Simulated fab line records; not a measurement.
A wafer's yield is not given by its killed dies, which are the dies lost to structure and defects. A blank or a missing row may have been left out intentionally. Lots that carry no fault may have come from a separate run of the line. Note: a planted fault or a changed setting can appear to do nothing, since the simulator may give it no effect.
fab line records || flow sky130
[record] {"lots": 6, "wafers": 18, "lastDay": 50}
route steps=708 shown METAL1@436
lots that met no fault: taken from a fault-free run of the same line
startH: hours from the record's first day to the start of the lot's first wafer shown || waitH: hours elapsed since this lot's preceding step || " the same as in the row above || L1.1+2: a row that stands for several wafers || - no value, or no start was given || * or withheld: withheld || < > ~ a bound
route shown NAME@n: names a module that has steps shown in the file, with the first one's number in the route || usual: average and standard deviation across the fault-free wafers || same: alike in all rows || chamber/n: place in a boat || sites: per-site readings || _std_site: standard deviation of those values || _edge_site: outer sites' mean less inner sites' || radiusMm: for every site, how far away it sits from the centre of the wafer || mask NAME#n: copy n || behind: the most recent tool/chamber to have shaped the wafer || hold: cause of the lot's hold/its duration in hours/its outcome || device: the transistor (n, p or np) that didn't switch || end of line: tests of these same wafers at the route's end || a step given without rows: its recipe and nothing more || killed: not the wafer's yield, but the dies lost to structure and defects at the first sort || map: a wafer's dies, x killed, . not, _ none there
set.NAME: the setting the step ran with; set.NAME@STEP: the setting that earlier step ran with || model.NAME: the simulator's own value behind a step, which no gauge read
certain route steps with their lots: each step a table, each wafer a row
services: from which hour (startH, from the record's first day; less than 0 if before it) a tool's chamber was out of use, for how many hours, and why
[[steps]]
[step SKY_METAL1_SPUTTER_02]
[recipe] {"material": "AlCu", "targetThkNm": 250, "powerW": 10600, "timeS": 13.3, "chamberPressurePa": 0.4}
[usual] {"throttleValvePct": "29.8/1"}
[same] {"timeS": 13.3}
{"lot.wafer": "L468.1", "tool": "pvdSputter-04", "chamber": "-", "startH": 805.73, "waitH": 0.0, "throttleValvePct": 29.8}
{"lot.wafer": "L468.4", "tool": "pvdSputter-04", "chamber": "-", "startH": 805.73, "waitH": 0.0, "throttleValvePct": 30.4}
{"lot.wafer": "L468.6", "tool": "pvdSputter-04", "chamber": "-", "startH": 805.73, "waitH": 0.0, "throttleValvePct": 30.6}
{"lot.wafer": "L470.1", "tool": "pvdSputter-03", "chamber": "-", "startH": 819.38, "waitH": 0.0, "throttleValvePct": 30.6}
{"lot.wafer": "L470.5", "tool": "pvdSputter-03", "chamber": "-", "startH": 819.38, "waitH": 0.0, "throttleValvePct": 28.6}
{"lot.wafer": "L470.6", "tool": "pvdSputter-03", "chamber": "-", "startH": 819.38, "waitH": 0.0, "throttleValvePct": 30.5}
{"lot.wafer": "L471.1", "tool": "pvdSputter-01", "chamber": "-", "startH": 825.04, "waitH": 0.0, "throttleValvePct": 29.3}
{"lot.wafer": "L471.2", "tool": "pvdSputter-01", "chamber": "-", "startH": 825.04, "waitH": 0.0, "throttleValvePct": 30.5}
{"lot.wafer": "L471.5", "tool": "pvdSputter-01", "chamber": "-", "startH": 825.04, "waitH": 0.0, "throttleValvePct": 29.3}
{"lot.wafer": "L475.3", "tool": "pvdSputter-01", "chamber": "-", "startH": 866.06, "waitH": 0.0, "throttleValvePct": 30.4}
{"lot.wafer": "L475.5", "tool": "pvdSputter-01", "chamber": "-", "startH": 866.06, "waitH": 0.0, "throttleValvePct": 29.6}
{"lot.wafer": "L475.6", "tool": "pvdSputter-01", "chamber": "-", "startH": 866.06, "waitH": 0.0, "throttleValvePct": 30.2}
{"lot.wafer": "L477.2", "tool": "pvdSputter-01", "chamber": "-", "startH": 878.64, "waitH": 0.0, "throttleValvePct": 29.6}
{"lot.wafer": "L477.3", "tool": "pvdSputter-01", "chamber": "-", "startH": 878.64, "waitH": 0.0, "throttleValvePct": 29.6}
{"lot.wafer": "L477.5", "tool": "pvdSputter-01", "chamber": "-", "startH": 878.64, "waitH": 0.0, "throttleValvePct": 30.4}
{"lot.wafer": "L482.4", "tool": "pvdSputter-04", "chamber": "-", "startH": 908.17, "waitH": 0.0, "throttleValvePct": 31.1}
{"lot.wafer": "L482.5", "tool": "pvdSputter-04", "chamber": "-", "startH": 908.17, "waitH": 0.0, "throttleValvePct": 31.4}
{"lot.wafer": "L482.6", "tool": "pvdSputter-04", "chamber": "-", "startH": 908.17, "waitH": 0.0, "throttleValvePct": 30.5}
[step SKY_METAL1_SPUTTER_03]
[recipe] {"material": "Ti", "targetThkNm": 5, "powerW": 3000, "timeS": 3.3, "chamberPressurePa": 0.4}
[usual] {"throttleValvePct": "29.8/1.1"}
[same] {"timeS": 3.3}
{"lot.wafer": "L468.1", "tool": "pvdSputter-04", "chamber": "-", "startH": 805.75, "waitH": 0.0, "throttleValvePct": 29.6}
{"lot.wafer": "L468.4", "tool": "pvdSputter-04", "chamber": "-", "startH": 805.75, "waitH": 0.0, "throttleValvePct": 30.8}
{"lot.wafer": "L468.6", "tool": "pvdSputter-04", "chamber": "-", "startH": 805.75, "waitH": 0.0, "throttleValvePct": 30.3}
{"lot.wafer": "L470.1", "tool": "pvdSputter-03", "chamber": "-", "startH": 819.40, "waitH": 0.0, "throttleValvePct": 30.4}
{"lot.wafer": "L470.5", "tool": "pvdSputter-03", "chamber": "-", "startH": 819.40, "waitH": 0.0, "throttleValvePct": 28.5}
{"lot.wafer": "L470.6", "tool": "pvdSputter-03", "chamber": "-", "startH": 819.40, "waitH": 0.0, "throttleValvePct": 30.6}
{"lot.wafer": "L471.1", "tool": "pvdSputter-01", "chamber": "-", "startH": 825.06, "waitH": 0.0, "throttleValvePct": 29.7}
{"lot.wafer": "L471.2", "tool": "pvdSputter-01", "chamber": "-", "startH": 825.06, "waitH": 0.0, "throttleValvePct": 30.7}
{"lot.wafer": "L471.5", "tool": "pvdSputter-01", "chamber": "-", "startH": 825.06, "waitH": 0.0, "throttleValvePct": 29.6}
{"lot.wafer": "L475.3", "tool": "pvdSputter-01", "chamber": "-", "startH": 866.09, "waitH": 0.0, "throttleValvePct": 30.3}
{"lot.wafer": "L475.5", "tool": "pvdSputter-01", "chamber": "-", "startH": 866.09, "waitH": 0.0, "throttleValvePct": 29.6}
{"lot.wafer": "L475.6", "tool": "pvdSputter-01", "chamber": "-", "startH": 866.09, "waitH": 0.0, "throttleValvePct": 30.4}
{"lot.wafer": "L477.2", "tool": "pvdSputter-01", "chamber": "-", "startH": 878.67, "waitH": 0.0, "throttleValvePct": 29.6}
{"lot.wafer": "L477.3", "tool": "pvdSputter-01", "chamber": "-", "startH": 878.67, "waitH": 0.0, "throttleValvePct": 29.7}
{"lot.wafer": "L477.5", "tool": "pvdSputter-01", "chamber": "-", "startH": 878.67, "waitH": 0.0, "throttleValvePct": 30.5}
{"lot.wafer": "L482.4", "tool": "pvdSputter-04", "chamber": "-", "startH": 908.19, "waitH": 0.0, "throttleValvePct": 31.3}
{"lot.wafer": "L482.5", "tool": "pvdSputter-04", "chamber": "-", "startH": 908.19, "waitH": 0.0, "throttleValvePct": 31.4}
{"lot.wafer": "L482.6", "tool": "pvdSputter-04", "chamber": "-", "startH": 908.19, "waitH": 0.0, "throttleValvePct": 30.6}
[step SKY_METAL1_SPUTTER_04]
[recipe] {"material": "TiN", "targetThkNm": 70, "powerW": 6500, "timeS": 58.3, "chamberPressurePa": 0.4}
[usual] {"throttleValvePct": "29.8/1.1"}
[same] {"timeS": 58.3}
{"lot.wafer": "L468.1", "tool": "pvdSputter-04", "chamber": "-", "startH": 805.77, "waitH": 0.0, "throttleValvePct": 29.9}
{"lot.wafer": "L468.4", "tool": "pvdSputter-04", "chamber": "-", "startH": 805.77, "waitH": 0.0, "throttleValvePct": 30.6}
{"lot.wafer": "L468.6", "tool": "pvdSputter-04", "chamber": "-", "startH": 805.77, "waitH": 0.0, "throttleValvePct": 30.3}
{"lot.wafer": "L470.1", "tool": "pvdSputter-03", "chamber": "-", "startH": 819.42, "waitH": 0.0, "throttleValvePct": 30.6}
{"lot.wafer": "L470.5", "tool": "pvdSputter-03", "chamber": "-", "startH": 819.42, "waitH": 0.0, "throttleValvePct": 28.7}
{"lot.wafer": "L470.6", "tool": "pvdSputter-03", "chamber": "-", "startH": 819.42, "waitH": 0.0, "throttleValvePct": 30.8}
{"lot.wafer": "L471.1", "tool": "pvdSputter-01", "chamber": "-", "startH": 825.08, "waitH": 0.0, "throttleValvePct": 29.6}
{"lot.wafer": "L471.2", "tool": "pvdSputter-01", "chamber": "-", "startH": 825.08, "waitH": 0.0, "throttleValvePct": 30.4}
{"lot.wafer": "L471.5", "tool": "pvdSputter-01", "chamber": "-", "startH": 825.08, "waitH": 0.0, "throttleValvePct": 29.8}
{"lot.wafer": "L475.3", "tool": "pvdSputter-01", "chamber": "-", "startH": 866.10, "waitH": 0.0, "throttleValvePct": 30.8}
{"lot.wafer": "L475.5", "tool": "pvdSputter-01", "chamber": "-", "startH": 866.10, "waitH": 0.0, "throttleValvePct": 29.7}
{"lot.wafer": "L475.6", "tool": "pvdSputter-01", "chamber": "-", "startH": 866.10, "waitH": 0.0, "throttleValvePct": 30.4}
{"lot.wafer": "L477.2", "tool": "pvdSputter-01", "chamber": "-", "startH": 878.69, "waitH": 0.0, "throttleValvePct": 29.7}
{"lot.wafer": "L477.3", "tool": "pvdSputter-01", "chamber": "-", "startH": 878.69, "waitH": 0.0, "throttleValvePct": 29.4}
{"lot.wafer": "L477.5", "tool": "pvdSputter-01", "chamber": "-", "startH": 878.69, "waitH": 0.0, "throttleValvePct": 30.3}
{"lot.wafer": "L482.4", "tool": "pvdSputter-04", "chamber": "-", "startH": 908.21, "waitH": 0.0, "throttleValvePct": 31.3}
{"lot.wafer": "L482.5", "tool": "pvdSputter-04", "chamber": "-", "startH": 908.21, "waitH": 0.0, "throttleValvePct": 31.3}
{"lot.wafer": "L482.6", "tool": "pvdSputter-04", "chamber": "-", "startH": 908.21, "waitH": 0.0, "throttleValvePct": 30.7}
[step SKY_METAL1_RS_MEAS_05]
[recipe] {"thkMeasGauge": "four-point-probe", "reads": "TiN_of_METAL1_SPUTTER_04+Ti_of_METAL1_SPUTTER_03+AlCu_of_METAL1_SPUTTER_02+TiN_of_METAL1_SPUTTER_01+Ti_of_METAL1_SPUTTER_00"}
[usual] {"METAL1_ALCU_RS": "0.1272/0.0013"}
{"lot.wafer": "L468.1", "tool": "filmMetro-03", "chamber": "-", "startH": 805.82, "waitH": 0.0, "METAL1_ALCU_RS[ohm/sq]": 0.1262}
{"lot.wafer": "L468.4", "tool": "filmMetro-03", "chamber": "-", "startH": 805.82, "waitH": 0.0, "METAL1_ALCU_RS[ohm/sq]": 0.1271}
{"lot.wafer": "L468.6", "tool": "filmMetro-03", "chamber": "-", "startH": 805.82, "waitH": 0.0, "METAL1_ALCU_RS[ohm/sq]": 0.1270}
{"lot.wafer": "L470.1", "tool": "filmMetro-01", "chamber": "-", "startH": 819.47, "waitH": 0.0, "METAL1_ALCU_RS[ohm/sq]": 0.1282}
{"lot.wafer": "L470.5", "tool": "filmMetro-01", "chamber": "-", "startH": 819.47, "waitH": 0.0, "METAL1_ALCU_RS[ohm/sq]": 0.1292}
{"lot.wafer": "L470.6", "tool": "filmMetro-01", "chamber": "-", "startH": 819.47, "waitH": 0.0, "METAL1_ALCU_RS[ohm/sq]": 0.1302}
{"lot.wafer": "L471.1", "tool": "filmMetro-01", "chamber": "-", "startH": 825.13, "waitH": 0.0, "METAL1_ALCU_RS[ohm/sq]": 0.1266}
{"lot.wafer": "L471.2", "tool": "filmMetro-01", "chamber": "-", "startH": 825.13, "waitH": 0.0, "METAL1_ALCU_RS[ohm/sq]": 0.1282}
{"lot.wafer": "L471.5", "tool": "filmMetro-01", "chamber": "-", "startH": 825.13, "waitH": 0.0, "METAL1_ALCU_RS[ohm/sq]": 0.1281}
{"lot.wafer": "L475.3", "tool": "filmMetro-01", "chamber": "-", "startH": 866.19, "waitH": 0.1, "METAL1_ALCU_RS[ohm/sq]": 0.1273}
{"lot.wafer": "L475.5", "tool": "filmMetro-01", "chamber": "-", "startH": 866.19, "waitH": 0.1, "METAL1_ALCU_RS[ohm/sq]": 0.1267}
{"lot.wafer": "L475.6", "tool": "filmMetro-01", "chamber": "-", "startH": 866.19, "waitH": 0.1, "METAL1_ALCU_RS[ohm/sq]": 0.1273}
{"lot.wafer": "L477.2", "tool": "filmMetro-04", "chamber": "-", "startH": 878.75, "waitH": 0.0, "METAL1_ALCU_RS[ohm/sq]": 0.1291}
{"lot.wafer": "L477.3", "tool": "filmMetro-04", "chamber": "-", "startH": 878.75, "waitH": 0.0, "METAL1_ALCU_RS[ohm/sq]": 0.1289}
{"lot.wafer": "L477.5", "tool": "filmMetro-04", "chamber": "-", "startH": 878.75, "waitH": 0.0, "METAL1_ALCU_RS[ohm/sq]": 0.1278}
{"lot.wafer": "L482.4", "tool": "filmMetro-01", "chamber": "-", "startH": 908.32, "waitH": 0.1, "METAL1_ALCU_RS[ohm/sq]": 0.1270}
{"lot.wafer": "L482.5", "tool": "filmMetro-01", "chamber": "-", "startH": 908.32, "waitH": 0.1, "METAL1_ALCU_RS[ohm/sq]": 0.1265}
{"lot.wafer": "L482.6", "tool": "filmMetro-01", "chamber": "-", "startH": 908.32, "waitH": 0.1, "METAL1_ALCU_RS[ohm/sq]": 0.1262}
[step SKY_METAL1_THK_MEAS_06]
[recipe] {"thkMeasGauge": "xrf", "reads": "AlCu_of_METAL1_SPUTTER_02"}
[usual] {"METAL1_ALCU_THK": "245.4/2.9"}
{"lot.wafer": "L468.1", "tool": "filmMetro-03", "chamber": "-", "startH": 805.94, "waitH": 0.1, "METAL1_ALCU_THK[nm]": 248.1}
{"lot.wafer": "L468.4", "tool": "filmMetro-03", "chamber": "-", "startH": 805.94, "waitH": 0.1, "METAL1_ALCU_THK[nm]": 246.4}
{"lot.wafer": "L468.6", "tool": "filmMetro-03", "chamber": "-", "startH": 805.94, "waitH": 0.1, "METAL1_ALCU_THK[nm]": 249.4}
{"lot.wafer": "L470.1", "tool": "filmMetro-01", "chamber": "-", "startH": 819.59, "waitH": 0.1, "METAL1_ALCU_THK[nm]": 242.0}
{"lot.wafer": "L470.5", "tool": "filmMetro-01", "chamber": "-", "startH": 819.59, "waitH": 0.1, "METAL1_ALCU_THK[nm]": 242.6}
{"lot.wafer": "L470.6", "tool": "filmMetro-01", "chamber": "-", "startH": 819.59, "waitH": 0.1, "METAL1_ALCU_THK[nm]": 240.5}
{"lot.wafer": "L471.1", "tool": "filmMetro-01", "chamber": "-", "startH": 825.25, "waitH": 0.1, "METAL1_ALCU_THK[nm]": 248.0}
{"lot.wafer": "L471.2", "tool": "filmMetro-01", "chamber": "-", "startH": 825.25, "waitH": 0.1, "METAL1_ALCU_THK[nm]": 243.0}
{"lot.wafer": "L471.5", "tool": "filmMetro-01", "chamber": "-", "startH": 825.25, "waitH": 0.1, "METAL1_ALCU_THK[nm]": 245.4}
{"lot.wafer": "L475.3", "tool": "filmMetro-01", "chamber": "-", "startH": 866.29, "waitH": 0.1, "METAL1_ALCU_THK[nm]": 242.3}
{"lot.wafer": "L475.5", "tool": "filmMetro-01", "chamber": "-", "startH": 866.29, "waitH": 0.1, "METAL1_ALCU_THK[nm]": 243.6}
{"lot.wafer": "L475.6", "tool": "filmMetro-01", "chamber": "-", "startH": 866.29, "waitH": 0.1, "METAL1_ALCU_THK[nm]": 245.1}
{"lot.wafer": "L477.2", "tool": "filmMetro-04", "chamber": "-", "startH": 878.86, "waitH": 0.1, "METAL1_ALCU_THK[nm]": 243.5}
{"lot.wafer": "L477.3", "tool": "filmMetro-04", "chamber": "-", "startH": 878.86, "waitH": 0.1, "METAL1_ALCU_THK[nm]": 244.4}
{"lot.wafer": "L477.5", "tool": "filmMetro-04", "chamber": "-", "startH": 878.86, "waitH": 0.1, "METAL1_ALCU_THK[nm]": 244.5}
{"lot.wafer": "L482.4", "tool": "filmMetro-01", "chamber": "-", "startH": 908.41, "waitH": 0.1, "METAL1_ALCU_THK[nm]": 245.8}
{"lot.wafer": "L482.5", "tool": "filmMetro-01", "chamber": "-", "startH": 908.41, "waitH": 0.1, "METAL1_ALCU_THK[nm]": 246.4}
{"lot.wafer": "L482.6", "tool": "filmMetro-01", "chamber": "-", "startH": 908.41, "waitH": 0.1, "METAL1_ALCU_THK[nm]": 247.4}
[step SKY_METAL1_DEHYDRATE_07]
[recipe] {"tempC": 200, "timeS": 60}
[step SKY_METAL1_HMDS_08]
[recipe] {"primeTimeS": 60, "primeTempC": 120}
[step SKY_METAL1_COAT_09]
[recipe] {"resist": "BARC", "tempC": "withheld", "timeS": "withheld", "spinRpm": 3000, "resistThkNm": 60}
[step SKY_METAL1_COAT_10]
[recipe] {"resist": "KrF-thick", "spinRpm": 3000, "resistThkNm": 450}
[step SKY_METAL1_SOFTBAKE_11]
[recipe] {"tempC": 100, "timeS": 90, "resist": "KrF-thick"}
[step SKY_METAL1_EXPOSE_12]
[recipe] {"maskId": "MM1", "na": 0.8, "sourceShape": "annular", "sigmaInner": 0.55, "sigmaOuter": 0.85, "targetCdNm": 140, "doseMj": 28}
[step SKY_METAL1_PEB_13]
[recipe] {"pebTempC": "withheld", "pebTimeS": "withheld", "resist": "KrF-thick"}
[step SKY_METAL1_DEVELOP_14]
[recipe] {"developTimeS": 60, "resist": "KrF-thick", "devTempC": 21}
[usual] {"chillPlateTempC": "23.01/0.1", "developTimeS": "60/0", "developerTempC": "21.00/0.11", "exhaustPa": "45.1/0.93"}
{"lot.wafer": "L468.1", "tool": "lithoTrack-02", "chamber": 0, "startH": 831, "waitH": "-", "chillPlateTempC": 23.05, "developTimeS": 60, "developerTempC": 21.03, "exhaustPa": 46.2, "model.KrF-thick_of_METAL1_COAT_10.thkNm": 433.7}
{"lot.wafer": "L468.4", "tool": "lithoTrack-02", "chamber": 0, "startH": 831, "waitH": "-", "chillPlateTempC": 23.13, "developTimeS": 60, "developerTempC": 20.99, "exhaustPa": 45.4, "model.KrF-thick_of_METAL1_COAT_10.thkNm": 434.4}
{"lot.wafer": "L468.6", "tool": "lithoTrack-02", "chamber": 0, "startH": 831, "waitH": "-", "chillPlateTempC": 23.01, "developTimeS": 60, "developerTempC": 21.06, "exhaustPa": 45.2, "model.KrF-thick_of_METAL1_COAT_10.thkNm": 434.4}
{"lot.wafer": "L470.1", "tool": "lithoTrack-02", "chamber": "-", "startH": 845, "waitH": "-", "chillPlateTempC": "-", "developTimeS": "-", "developerTempC": "-", "exhaustPa": "-", "model.KrF-thick_of_METAL1_COAT_10.thkNm": 452.3}
{"lot.wafer": "L470.5", "tool": "lithoTrack-02", "chamber": "-", "startH": 845, "waitH": "-", "chillPlateTempC": "-", "developTimeS": "-", "developerTempC": "-", "exhaustPa": "-", "model.KrF-thick_of_METAL1_COAT_10.thkNm": 451.8}
{"lot.wafer": "L470.6", "tool": "lithoTrack-02", "chamber": "-", "startH": 845, "waitH": "-", "chillPlateTempC": "-", "developTimeS": "-", "developerTempC": "-", "exhaustPa": "-", "model.KrF-thick_of_METAL1_COAT_10.thkNm": 452.7}
{"lot.wafer": "L471.1", "tool": "lithoTrack-01", "chamber": "-", "startH": 850, "waitH": "-", "chillPlateTempC": "-", "developTimeS": "-", "developerTempC": "-", "exhaustPa": "-", "model.KrF-thick_of_METAL1_COAT_10.thkNm": 454.1}
{"lot.wafer": "L471.2", "tool": "lithoTrack-01", "chamber": "-", "startH": 850, "waitH": "-", "chillPlateTempC": "-", "developTimeS": "-", "developerTempC": "-", "exhaustPa": "-", "model.KrF-thick_of_METAL1_COAT_10.thkNm": 453.9}
{"lot.wafer": "L471.5", "tool": "lithoTrack-01", "chamber": "-", "startH": 851, "waitH": "-", "chillPlateTempC": "-", "developTimeS": "-", "developerTempC": "-", "exhaustPa": "-", "model.KrF-thick_of_METAL1_COAT_10.thkNm": 455.2}
{"lot.wafer": "L475.3", "tool": "lithoTrack-01", "chamber": 0, "startH": 893, "waitH": "-", "chillPlateTempC": 22.95, "developTimeS": 60, "developerTempC": 20.88, "exhaustPa": 45.7, "model.KrF-thick_of_METAL1_COAT_10.thkNm": 435.8}
{"lot.wafer": "L475.5", "tool": "lithoTrack-01", "chamber": 0, "startH": 893, "waitH": "-", "chillPlateTempC": 22.97, "developTimeS": 60, "developerTempC": 20.98, "exhaustPa": 45.8, "model.KrF-thick_of_METAL1_COAT_10.thkNm": 435.4}
{"lot.wafer": "L475.6", "tool": "lithoTrack-01", "chamber": 0, "startH": 893, "waitH": "-", "chillPlateTempC": 23.04, "developTimeS": 60, "developerTempC": 21.11, "exhaustPa": 46.1, "model.KrF-thick_of_METAL1_COAT_10.thkNm": 435.9}
{"lot.wafer": "L477.2", "tool": "lithoTrack-02", "chamber": 0, "startH": 905, "waitH": "-", "chillPlateTempC": 23.05, "developTimeS": 60, "developerTempC": 21.01, "exhaustPa": 45.4, "model.KrF-thick_of_METAL1_COAT_10.thkNm": 434.7}
{"lot.wafer": "L477.3", "tool": "lithoTrack-02", "chamber": 0, "startH": 905, "waitH": "-", "chillPlateTempC": 23.08, "developTimeS": 60, "developerTempC": 21.11, "exhaustPa": 46.0, "model.KrF-thick_of_METAL1_COAT_10.thkNm": 432.4}
{"lot.wafer": "L477.5", "tool": "lithoTrack-02", "chamber": 0, "startH": 905, "waitH": "-", "chillPlateTempC": 23.18, "developTimeS": 60, "developerTempC": 20.80, "exhaustPa": 46.3, "model.KrF-thick_of_METAL1_COAT_10.thkNm": 433}
{"lot.wafer": "L482.4", "tool": "lithoTrack-04", "chamber": 0, "startH": 932, "waitH": "-", "chillPlateTempC": 22.96, "developTimeS": 60, "developerTempC": 20.95, "exhaustPa": 46.1, "model.KrF-thick_of_METAL1_COAT_10.thkNm": 437}
{"lot.wafer": "L482.5", "tool": "lithoTrack-04", "chamber": 0, "startH": 932, "waitH": "-", "chillPlateTempC": 22.95, "developTimeS": 60, "developerTempC": 20.73, "exhaustPa": 45.5, "model.KrF-thick_of_METAL1_COAT_10.thkNm": 438}
{"lot.wafer": "L482.6", "tool": "lithoTrack-04", "chamber": 0, "startH": 932, "waitH": "-", "chillPlateTempC": 23.08, "developTimeS": 60, "developerTempC": 21.04, "exhaustPa": 46.6, "model.KrF-thick_of_METAL1_COAT_10.thkNm": 436.3}
[step SKY_METAL1_CD_MEAS_15]
[recipe] {"targetCdNm": 140}
[usual] {"cdNm": "140.2/1.5"}
{"lot.wafer": "L468.1", "tool": "cdSem-02", "chamber": "-", "startH": 831.72, "waitH": "-", "cdNm": 139.0}
{"lot.wafer": "L468.4", "tool": "cdSem-02", "chamber": "-", "startH": 831.72, "waitH": "-", "cdNm": 141.0}
{"lot.wafer": "L468.6", "tool": "cdSem-02", "chamber": "-", "startH": 831.72, "waitH": "-", "cdNm": 139.7}
{"lot.wafer": "L470.1", "tool": "cdSem-01", "chamber": "-", "startH": 845.22, "waitH": "-", "cdNm": "-"}
{"lot.wafer": "L470.5", "tool": "cdSem-01", "chamber": "-", "startH": 845.22, "waitH": "-", "cdNm": "-"}
{"lot.wafer": "L470.6", "tool": "cdSem-01", "chamber": "-", "startH": 845.22, "waitH": "-", "cdNm": "-"}
{"lot.wafer": "L471.1", "tool": "cdSem-02", "chamber": "-", "startH": 851.10, "waitH": "-", "cdNm": "-"}
{"lot.wafer": "L471.2", "tool": "cdSem-02", "chamber": "-", "startH": 851.10, "waitH": "-", "cdNm": "-"}
{"lot.wafer": "L471.5", "tool": "cdSem-02", "chamber": "-", "startH": 851.10, "waitH": "-", "cdNm": "-"}
{"lot.wafer": "L475.3", "tool": "cdSem-02", "chamber": "-", "startH": 893.14, "waitH": "-", "cdNm": 140.6}
{"lot.wafer": "L475.5", "tool": "cdSem-02", "chamber": "-", "startH": 893.14, "waitH": "-", "cdNm": 140.6}
{"lot.wafer": "L475.6", "tool": "cdSem-02", "chamber": "-", "startH": 893.14, "waitH": "-", "cdNm": 141.0}
{"lot.wafer": "L477.2", "tool": "cdSem-02", "chamber": "-", "startH": 905.59, "waitH": "-", "cdNm": 139.9}
{"lot.wafer": "L477.3", "tool": "cdSem-02", "chamber": "-", "startH": 905.59, "waitH": "-", "cdNm": 140.6}
{"lot.wafer": "L477.5", "tool": "cdSem-02", "chamber": "-", "startH": 905.59, "waitH": "-", "cdNm": 140.0}
{"lot.wafer": "L482.4", "tool": "cdSem-01", "chamber": "-", "startH": 932.70, "waitH": "-", "cdNm": 138.8}
{"lot.wafer": "L482.5", "tool": "cdSem-01", "chamber": "-", "startH": 932.70, "waitH": "-", "cdNm": 137.6}
{"lot.wafer": "L482.6", "tool": "cdSem-01", "chamber": "-", "startH": 932.70, "waitH": "-", "cdNm": 140.8}
[[services]]
{"tool": "pvdSputter-03", "chamber": "-", "startH": 794.92, "hours": 6.0, "kind": "repair"}
{"tool": "pvdSputter-01", "chamber": "-", "startH": 911.04, "hours": 14.2, "kind": "repair"}
[[key]]
[firstSign] {"step": "SKY_METAL1_DEVELOP_14", "reading": "toolRecord", "direction": "missing"}
effect none on later readings
[modelEffect] {"step": "SKY_METAL1_DEVELOP_14", "value": "KrF-thick_of_METAL1_COAT_10.thkNm", "without": 439.2, "struck": 453.3}
metAt SKY_METAL1_DEVELOP_14
struckWafers L470.1,L470.5,L470.6,L471.1,L471.2,L471.5
laterRowsLeftOut L470.1,L470.5,L470.6,L471.1,L471.2,L471.5
sortLeftOut L470.1,L470.5,L470.6,L471.1,L471.2,L471.5
onsetBetween 831 845
[fault] {"kind": "skippedStepWhole", "tool": "lithoTrack-01,lithoTrack-02", "chamber": "-", "onsetH": 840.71, "steps": "SKY_METAL1_DEVELOP_14", "scope": "struckLotsOnly"}
// sortLeftOut: the simulated sort isn't trusted on such a fault, so these wafers' sort isn't shown, and their yield isn't known
// laterRowsLeftOut: the simulator's readings of these wafers behind a module that went badly wrong aren't trusted and aren't shown, but for the sort
